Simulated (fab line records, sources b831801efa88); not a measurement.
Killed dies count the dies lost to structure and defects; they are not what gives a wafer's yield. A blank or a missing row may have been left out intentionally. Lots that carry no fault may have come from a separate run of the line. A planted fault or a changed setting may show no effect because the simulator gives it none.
Split-lot study || flow gf180mcu || route with 602 steps; 5 lots, 23 wafers read

ABOUT THE SPLIT
At GF_TOP_METAL_SPUTTER_04 (material TiN, target thk 25 nm, time 20.8 s), the setting time-s was moved away from the recipe's 20.8 s on 5 of the 23 wafers read, by +5.8% to +10.2%. All remaining wafers had this setting at the recipe value.

The split's own step is where the reading is taken.

THE READING
TiN_of_TOP_METAL_SPUTTER_04.thk-nm (the simulator's own value, which no gauge read), in nm, at GF_TOP_METAL_SPUTTER_04 (material TiN, target thk 25 nm, time 20.8 s). There is no usual value for it anywhere in the file. Here, 18 wafers ran the recipe; their average is 25.07 nm with a standard deviation of 0.39 nm.

{"wafer": "L076.3", "tool, chamber at the split": "pvd-sputter-04, -", "time-s as run, s": 20.8, "against the recipe": "recipe", "TiN_of_TOP_METAL_SPUTTER_04.thk-nm, nm": 25.02, "against lot-mates on the recipe": "-"}
{"wafer": "L076.4", "tool, chamber at the split": "pvd-sputter-04, -", "time-s as run, s": 20.8, "against the recipe": "recipe", "TiN_of_TOP_METAL_SPUTTER_04.thk-nm, nm": 25.55, "against lot-mates on the recipe": "-"}
{"wafer": "L076.6", "tool, chamber at the split": "pvd-sputter-04, -", "time-s as run, s": 20.8, "against the recipe": "recipe", "TiN_of_TOP_METAL_SPUTTER_04.thk-nm, nm": 25.24, "against lot-mates on the recipe": "-"}
{"wafer": "L078.1", "tool, chamber at the split": "pvd-sputter-04, -", "time-s as run, s": 20.8, "against the recipe": "recipe", "TiN_of_TOP_METAL_SPUTTER_04.thk-nm, nm": 24.77, "against lot-mates on the recipe": "-"}
{"wafer": "L078.2", "tool, chamber at the split": "pvd-sputter-04, -", "time-s as run, s": 20.8, "against the recipe": "recipe", "TiN_of_TOP_METAL_SPUTTER_04.thk-nm, nm": 25.14, "against lot-mates on the recipe": "-"}
{"wafer": "L078.4", "tool, chamber at the split": "pvd-sputter-04, -", "time-s as run, s": 20.8, "against the recipe": "recipe", "TiN_of_TOP_METAL_SPUTTER_04.thk-nm, nm": 25.17, "against lot-mates on the recipe": "-"}
{"wafer": "L078.5", "tool, chamber at the split": "pvd-sputter-04, -", "time-s as run, s": 20.8, "against the recipe": "recipe", "TiN_of_TOP_METAL_SPUTTER_04.thk-nm, nm": 25.04, "against lot-mates on the recipe": "-"}
{"wafer": "L078.6", "tool, chamber at the split": "pvd-sputter-04, -", "time-s as run, s": 20.8, "against the recipe": "recipe", "TiN_of_TOP_METAL_SPUTTER_04.thk-nm, nm": 25.13, "against lot-mates on the recipe": "-"}
{"wafer": "L079.1", "tool, chamber at the split": "pvd-sputter-04, -", "time-s as run, s": 20.8, "against the recipe": "recipe", "TiN_of_TOP_METAL_SPUTTER_04.thk-nm, nm": 25.01, "against lot-mates on the recipe": "-"}
{"wafer": "L079.2", "tool, chamber at the split": "pvd-sputter-04, -", "time-s as run, s": 20.8, "against the recipe": "recipe", "TiN_of_TOP_METAL_SPUTTER_04.thk-nm, nm": 24.66, "against lot-mates on the recipe": "-"}
{"wafer": "L079.3", "tool, chamber at the split": "pvd-sputter-04, -", "time-s as run, s": 20.8, "against the recipe": "recipe", "TiN_of_TOP_METAL_SPUTTER_04.thk-nm, nm": 24.63, "against lot-mates on the recipe": "-"}
{"wafer": "L079.4", "tool, chamber at the split": "pvd-sputter-04, -", "time-s as run, s": 20.8, "against the recipe": "recipe", "TiN_of_TOP_METAL_SPUTTER_04.thk-nm, nm": 24.77, "against lot-mates on the recipe": "-"}
{"wafer": "L079.6", "tool, chamber at the split": "pvd-sputter-04, -", "time-s as run, s": 20.8, "against the recipe": "recipe", "TiN_of_TOP_METAL_SPUTTER_04.thk-nm, nm": 24.55, "against lot-mates on the recipe": "-"}
{"wafer": "L080.1", "tool, chamber at the split": "pvd-sputter-04, -", "time-s as run, s": 22.01, "against the recipe": "+5.8%", "TiN_of_TOP_METAL_SPUTTER_04.thk-nm, nm": 26.91, "against lot-mates on the recipe": "+1.23"}
{"wafer": "L080.2", "tool, chamber at the split": "pvd-sputter-04, -", "time-s as run, s": 22.01, "against the recipe": "+5.8%", "TiN_of_TOP_METAL_SPUTTER_04.thk-nm, nm": 26.99, "against lot-mates on the recipe": "+1.31"}
{"wafer": "L080.4", "tool, chamber at the split": "pvd-sputter-04, -", "time-s as run, s": 20.8, "against the recipe": "recipe", "TiN_of_TOP_METAL_SPUTTER_04.thk-nm, nm": 25.82, "against lot-mates on the recipe": "-"}
{"wafer": "L080.5", "tool, chamber at the split": "pvd-sputter-04, -", "time-s as run, s": 20.8, "against the recipe": "recipe", "TiN_of_TOP_METAL_SPUTTER_04.thk-nm, nm": 25.33, "against lot-mates on the recipe": "-"}
{"wafer": "L080.6", "tool, chamber at the split": "pvd-sputter-04, -", "time-s as run, s": 20.8, "against the recipe": "recipe", "TiN_of_TOP_METAL_SPUTTER_04.thk-nm, nm": 25.9, "against lot-mates on the recipe": "-"}
{"wafer": "L083.1", "tool, chamber at the split": "pvd-sputter-02, -", "time-s as run, s": 22.93, "against the recipe": "+10.2%", "TiN_of_TOP_METAL_SPUTTER_04.thk-nm, nm": 27.85, "against lot-mates on the recipe": "+3.12"}
{"wafer": "L083.2", "tool, chamber at the split": "pvd-sputter-02, -", "time-s as run, s": 20.8, "against the recipe": "recipe", "TiN_of_TOP_METAL_SPUTTER_04.thk-nm, nm": 24.5, "against lot-mates on the recipe": "-"}
{"wafer": "L083.3", "tool, chamber at the split": "pvd-sputter-02, -", "time-s as run, s": 20.8, "against the recipe": "recipe", "TiN_of_TOP_METAL_SPUTTER_04.thk-nm, nm": 24.95, "against lot-mates on the recipe": "-"}
{"wafer": "L083.5", "tool, chamber at the split": "pvd-sputter-02, -", "time-s as run, s": 22.93, "against the recipe": "+10.2%", "TiN_of_TOP_METAL_SPUTTER_04.thk-nm, nm": 27.57, "against lot-mates on the recipe": "+2.84"}
{"wafer": "L083.6", "tool, chamber at the split": "pvd-sputter-02, -", "time-s as run, s": 22.93, "against the recipe": "+10.2%", "TiN_of_TOP_METAL_SPUTTER_04.thk-nm, nm": 27.61, "against lot-mates on the recipe": "+2.88"}

FIT RESULTS
A straight line over all 23 wafers: TiN_of_TOP_METAL_SPUTTER_04.thk-nm changes by +0.265 nm for each +1% of time-s; r = +0.94; the points scatter about the line by 0.38 nm.
The same after taking each lot's own level away (the mean of its wafers on the recipe; 23 wafers): +0.278 nm for each +1%; r = +0.98; scatter 0.22 nm.
According to that fit, moving time-s by its largest amount changes the reading by 2.8 nm.
The lots' own levels span 24.724 to 25.683 nm, that is 2.5 times the standard deviation above.
Consequently the slope shifts little with the lot-to-lot level, the two slopes agreeing.
Check: +2.71 nm against its lot-mates is what the line predicts for one of the wafers moved furthest among these (+10.2%) when that wafer is left out of the fit. It came out at +3.12 nm against them.

ADDITIONAL SPLITS CARRIED BY THESE WAFERS
These wafers also went through other splits before the reading. Each is held against what the fit with the lots' levels taken away leaves over:
{"other split on the same wafers": "GF_V5_ETCH_16 source-w", "wafers away from the commonest value": 5, "r with TiN_of_TOP_METAL_SPUTTER_04.thk-nm (lot level and that fit taken away)": "+0.26"}
{"other split on the same wafers": "GF_V5_SPUTTER_21 chamber-pressure-pa", "wafers away from the commonest value": 18, "r with TiN_of_TOP_METAL_SPUTTER_04.thk-nm (lot level and that fit taken away)": "+0.02"}

FILE'S OWN FIT
TiN_of_TOP_METAL_SPUTTER_04.thk-nm changes by +0.271 nm for each +1% of time-s, r = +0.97.
